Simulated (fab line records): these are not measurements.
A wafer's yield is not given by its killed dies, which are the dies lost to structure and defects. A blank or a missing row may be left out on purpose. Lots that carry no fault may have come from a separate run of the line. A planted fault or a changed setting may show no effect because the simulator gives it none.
What tool caused it? | flow sky130 | 15 lots, 45 wafers sampled, at 4 steps of a route of 708

WHAT EACH GAUGE READ, for each wafer
SKY_METAL3_CD_MEAS_13 targets a cd of 300 nm. Usual: cd_nm reads 299.7 nm (standard deviation 1.3).
lot  | measured     | on        | cd_nm (nm)        | flag
L965 | day 37 20:04 | cd_sem-02 | 298.9 298.7 298.8 |
L966 | day 38 15:20 | cd_sem-01 | 298.0 300.1 299.8 |
L968 | day 39 02:16 | cd_sem-02 | 300.1 300.3 299.3 |
L969 | day 40 07:08 | cd_sem-01 | 298.6 300.6 300.2 |
L970 | day 40 14:56 | cd_sem-01 | 299.9 299.3 299.6 |
L972 | day 40 19:06 | cd_sem-02 | 298.3 298.8 298.5 |
L976 | day 41 11:59 | cd_sem-01 | 301.9 301.9 300.7 |
L978 | day 42 03:49 | cd_sem-01 | 298.0 298.4 299.9 |
L979 | day 42 15:17 | cd_sem-02 | 299.5 298.2 298.5 |
L982 | day 43 17:29 | cd_sem-02 | 297.7 299.3 298.4 |
L980 | day 43 23:24 | cd_sem-01 | 300.4 302.3 301.0 |
L983 | day 43 23:44 | cd_sem-01 | 302.0 301.2 302.0 |
L985 | day 44 18:02 | cd_sem-01 | 299.8 301.0 301.6 |
L986 | day 45 01:01 | cd_sem-01 | 297.9 298.6 296.6 |
L988 | day 45 01:09 | cd_sem-01 | 300.7 301.2 301.7 |

SKY_VIA3_OVL_MEAS_13. Usual: for VIA3_OVL the level is -2 nm and the standard deviation is 5.9.
lot  | measured     | on         | VIA3_OVL (nm) | flag
L965 | day 38 22:17 | overlay-01 | 0 8 9         |
L966 | day 39 17:46 | overlay-01 | 6 -1 9        |
L968 | day 40 04:16 | overlay-02 | - - -         | OFF
L969 | day 41 09:28 | overlay-02 | - - -         | OFF
L970 | day 41 17:43 | overlay-01 | - - -         | OFF
L972 | day 41 22:10 | overlay-01 | 5 0 -5        |
L976 | day 42 12:37 | overlay-02 | -5 -1 7       |
L978 | day 43 04:52 | overlay-01 | 2 -2 4        |
L979 | day 43 15:56 | overlay-02 | -10 -5 -8     |
L982 | day 44 17:25 | overlay-02 | 1 1 -7        |
L980 | day 44 22:52 | overlay-01 | -9 -11 -10    |
L983 | day 44 23:31 | overlay-02 | -4 -1 1       |
L985 | day 45 17:13 | overlay-02 | 3 1 -8        |
L986 | day 45 23:58 | overlay-01 | -6 -8 -6      |
L988 | day 45 22:59 | overlay-01 | 0 -3 -1       |

WHAT TOOL EACH LOT RAN ON (gives the tool, then ch and the chambers of the sampled wafers, and finally the start)
lot  | SKY_METAL3_DESCUM_15              | SKY_VIA3_DEVELOP_11
L965 | rie_metal-01 ch 0,1, day 37 20:13 | litho_track-04 ch 0, day 38 22:00
L966 | rie_metal-04 ch 1, day 38 15:29   | litho_track-02 ch 0, day 39 17:00
L968 | rie_metal-01 ch 0,1, day 39 02:23 | litho_track-02, day 40 04:00
L969 | rie_metal-04 ch 0,1, day 40 07:16 | litho_track-03, day 41 09:00
L970 | rie_metal-01 ch 0,1, day 40 15:05 | litho_track-03, day 41 17:00
L972 | rie_metal-01 ch 0, day 40 19:14   | litho_track-03 ch 0, day 41 21:00
L976 | rie_metal-02 ch 0,1, day 41 12:08 | litho_track-03 ch 0, day 42 12:00
L978 | rie_metal-04 ch 0,1, day 42 03:56 | litho_track-02 ch 0, day 43 04:00
L979 | rie_metal-04 ch 0,1, day 42 15:26 | litho_track-04 ch 0, day 43 15:00
L982 | rie_metal-04 ch 0,1, day 43 17:38 | litho_track-02 ch 0, day 44 17:00
L980 | rie_metal-04 ch 0,1, day 43 23:32 | litho_track-03 ch 0, day 44 22:00
L983 | rie_metal-01 ch 0,1, day 43 23:53 | litho_track-03 ch 0, day 44 23:00
L985 | rie_metal-02 ch 1, day 44 18:11   | litho_track-02 ch 0, day 45 16:00
L986 | rie_metal-02 ch 1, day 45 01:10   | litho_track-03 ch 0, day 45 23:00
L988 | rie_metal-04 ch 1, day 45 01:17   | litho_track-04 ch 0, day 45 22:00
- SKY_METAL3_DESCUM_15: chemistry O2, time 8 s.
- SKY_VIA3_DEVELOP_11: develop time 60 s.

WHAT THE TOOLS THEMSELVES READ (means of the sampled wafers that have a number; where no wafer has one, the mark that the record gives instead)
SKY_METAL3_DESCUM_15. Usual: drypump_motor_current_A 5.5 A, standard deviation 0.31; oes_product_au 0.998 a.u., standard deviation 0.0068; rf_fwd_power_W 146.6 W, standard deviation 0.6.
lot  | tool         | drypump_motor_current_A (A) | oes_product_au (a.u.) | rf_fwd_power_W (W) | flag
L965 | rie_metal-01 | 5.5                         | 1.001                 | 146.3              |
L966 | rie_metal-04 | 5.3                         | 1.002                 | 146.7              |
L968 | rie_metal-01 | 5.6                         | 0.998                 | 146.6              |
L969 | rie_metal-04 | 5.4                         | 0.999                 | 146.9              |
L970 | rie_metal-01 | 5.6                         | 0.992                 | 146.0              |
L972 | rie_metal-01 | 5.2                         | 1.005                 | 146.7              |
L976 | rie_metal-02 | 5.7                         | 0.995                 | 146.4              |
L978 | rie_metal-04 | 5.4                         | 0.991                 | 147.0              |
L979 | rie_metal-04 | 5.5                         | 0.999                 | 146.9              |
L982 | rie_metal-04 | 5.4                         | 0.991                 | 147.5              |
L980 | rie_metal-04 | 5.4                         | 0.996                 | 147.1              |
L983 | rie_metal-01 | 5.6                         | 1.007                 | 145.7              |
L985 | rie_metal-02 | 5.2                         | 0.998                 | 146.6              |
L986 | rie_metal-02 | 5.2                         | 0.989                 | 146.5              |
L988 | rie_metal-04 | 5.2                         | 0.987                 | 147.3              |

SKY_VIA3_DEVELOP_11. Usual: chill_plate_temp_C 22.99 C, standard deviation 0.1; developer_temp_C 21.00 C, standard deviation 0.1.
lot  | tool           | chill_plate_temp_C (C) | developer_temp_C (C) | flag
L965 | litho_track-04 | 23.00                  | 20.96                |
L966 | litho_track-02 | 22.99                  | 20.92                |
L968 | litho_track-02 | -                      | -                    | OFF
L969 | litho_track-03 | -                      | -                    | OFF
L970 | litho_track-03 | -                      | -                    | OFF
L972 | litho_track-03 | 23.01                  | 21.07                |
L976 | litho_track-03 | 23.01                  | 21.13                |
L978 | litho_track-02 | 22.97                  | 20.96                |
L979 | litho_track-04 | 22.85                  | 21.02                |
L982 | litho_track-02 | 23.04                  | 21.05                |
L980 | litho_track-03 | 23.05                  | 20.86                |
L983 | litho_track-03 | 22.99                  | 21.04                |
L985 | litho_track-02 | 23.07                  | 20.93                |
L986 | litho_track-03 | 22.94                  | 21.16                |
L988 | litho_track-04 | 22.88                  | 20.90                |

THE ANSWER, worked out from the rows above alone
Rule: lot off if the mean of its wafers having a number is beyond 3 standard deviations from the usual mean. Also off: a lot with no number at a reading for which 4 or more lots have one. The other lots that the step has rows for count as sound. After the gauges, taken in route order, come the tools' own readings; for these a lot's mean is taken, as printed above. At the first step where some lot is off, the reading lying furthest off is the one used; lots without a number count as furthest.
Off: L968, L969, L970, seen at SKY_VIA3_OVL_MEAS_13 (VIA3_OVL). Without a number there: L968, L969, L970.
A tool fits if, at a process step before that reading, it ran every lot that is off, and no sound lot after the first of them. Not tried: the gauges at SKY_VIA3_OVL_MEAS_13; whatever is off there is also off at SKY_VIA3_DEVELOP_11, on other tools, and gauge error can't account for it. No candidate that was tried fits.

WHAT THE SIMULATOR PUT IN
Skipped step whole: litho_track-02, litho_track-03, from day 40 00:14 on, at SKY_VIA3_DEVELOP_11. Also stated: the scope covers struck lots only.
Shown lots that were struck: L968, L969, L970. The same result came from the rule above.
